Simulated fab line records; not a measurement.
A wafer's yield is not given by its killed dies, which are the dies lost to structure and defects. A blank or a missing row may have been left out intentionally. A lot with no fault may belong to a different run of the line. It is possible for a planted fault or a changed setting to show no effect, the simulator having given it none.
Split-lot study | flow sfq line | 23 wafers read from 5 lots, route of 325 steps

## SPLIT DETAILS
At SFQ_TRILAYER_L0_DEP_SPUTTER_003 (material MoNx KI, target thk 40 nm, time 100 s), the setting power w was moved away from the recipe's 800 W on 7 of the 23 wafers read, by -11.8% to -6.1%. This setting was run at the recipe's value on the other wafers.

## FROM THE SPLIT TO THE READING: what the file shows between them, 5 steps
- SFQ_L0_RS_MEAS_901: measures by four-point-probe
- SFQ_L0_THK_MEAS_902: measures by xrf
- SFQ_TRILAYER_L0_LITHO_PEB_008: peb time 60 s (also split here: peb time s)
- SFQ_TRILAYER_L0_LITHO_DEVELOP_007: time 60 s
- SFQ_TRILAYER_L0_BARC_OPEN_METAL_ETCH_010: etches BARC in O2, target depth 125 nm, time 41.7 s

## THE READING
oes product au, in a.u., at SFQ_TRILAYER_L0_ETCH_METAL_ETCH_008 (etches MoNx KI in SF6/O2, stops on SiO2, target depth 50 nm, time 25 s). Fault-free wafers of this fab line usually give 0.872 a.u., standard deviation 0.0067 a.u.

wafer  | tool, chamber at the split | power w as run, W | against the recipe | oes product au, a.u. | against lot-mates on the recipe
L076.1 | pvd sputter-05, -          | 800               | recipe             | 0.874                | -
L076.2 | pvd sputter-05, -          | 800               | recipe             | 0.874                | -
L076.3 | pvd sputter-05, -          | 800               | recipe             | 0.865                | -
L076.5 | pvd sputter-05, -          | 800               | recipe             | 0.868                | -
L076.6 | pvd sputter-05, -          | 800               | recipe             | 0.867                | -
L077.1 | pvd sputter-03, -          | 705.3             | -11.8%             | 0.810                | -0.071
L077.3 | pvd sputter-03, -          | 705.3             | -11.8%             | 0.816                | -0.065
L077.4 | pvd sputter-03, -          | 800               | recipe             | 0.887                | -
L077.5 | pvd sputter-03, -          | 800               | recipe             | 0.881                | -
L077.6 | pvd sputter-03, -          | 800               | recipe             | 0.874                | -
L079.1 | pvd sputter-06, -          | 800               | recipe             | 0.875                | -
L079.3 | pvd sputter-06, -          | 800               | recipe             | 0.870                | -
L079.4 | pvd sputter-06, -          | 713.6             | -10.8%             | 0.817                | -0.056
L079.5 | pvd sputter-06, -          | 800               | recipe             | 0.874                | -
L079.6 | pvd sputter-06, -          | 713.6             | -10.8%             | 0.817                | -0.056
L081.1 | pvd sputter-06, -          | 800               | recipe             | 0.881                | -
L081.3 | pvd sputter-06, -          | 800               | recipe             | 0.881                | -
L081.4 | pvd sputter-06, -          | 800               | recipe             | 0.878                | -
L083.1 | pvd sputter-03, -          | 800               | recipe             | 0.876                | -
L083.2 | pvd sputter-03, -          | 800               | recipe             | 0.880                | -
L083.3 | pvd sputter-03, -          | 751.1             | -6.1%              | 0.834                | -0.044
L083.4 | pvd sputter-03, -          | 751.1             | -6.1%              | 0.837                | -0.041
L083.6 | pvd sputter-03, -          | 751.1             | -6.1%              | 0.855                | -0.023

FIT RESULTS
A straight line over all 23 wafers: oes product au changes by +0.00534 a.u. for each +1% of power w; r = +0.97; the points scatter about the line by 0.0062 a.u.
The same after taking each lot's own level away (the mean of its wafers on the recipe; 23 wafers): +0.00553 a.u. for each +1%; r = +0.98; scatter 0.0049 a.u.
The reading moves by 0.066 a.u. for the largest change in power w, on that fit.
Measured against the standard deviation above, the lots' own levels, which go from 0.8696 to 0.8807 a.u., span 1.7 times it.
Hence the lot-to-lot level has little effect on the slope; both slopes agree.
Check: with one of the wafers moved furthest among these (-11.8%) left out of the fit, the line predicts -0.0642 a.u. for it against its lot-mates. It came out at -0.0707 a.u. against them.

## THESE WAFERS: OTHER SPLITS
Other splits were also applied to these wafers ahead of the reading. Each is held against what the fit with the lots' levels taken away leaves over:
other split on the same wafers             | wafers away from the commonest value | r with oes product au (lot level and that fit taken away)
SFQ_TRILAYER_INCOMING_OXIDATION_002 temp c | 10                                   | -0.10
SFQ_TRILAYER_L0_LITHO_PEB_008 peb time s   | 10                                   | -0.07

## THE WHOLE CHAIN: every reading that the file lists as answering this split, in the file's order
step                                | what it does                                                           | reading                                                                                        | change (the file's fit)                   | r (the file's)
SFQ_TRILAYER_L0_DEP_SPUTTER_003     | material MoNx KI, target thk 40 nm, time 100 s                         | MoNx_KI_of_TRILAYER_L0_DEP_SPUTTER_003.thk nm (the simulator's own value, which no gauge read) | +0.448 nm for each +1% of the setting     | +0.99
SFQ_L0_RS_MEAS_901                  | measures by four-point-probe                                           | L0_MONX_KI_RS                                                                                  | -0.556 for each +1% of the setting        | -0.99
SFQ_L0_THK_MEAS_902                 | measures by xrf                                                        | L0_MONX_KI_THK                                                                                 | +0.452 for each +1% of the setting        | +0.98
SFQ_TRILAYER_L0_ETCH_METAL_ETCH_008 | etches MoNx KI in SF6/O2, stops on SiO2, target depth 50 nm, time 25 s | oes product au                                                                                 | +0.00553 a.u. for each +1% of the setting | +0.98

## FILE'S OWN FIT
oes product au changes by +0.00553 a.u. for each +1% of power w, r = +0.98.
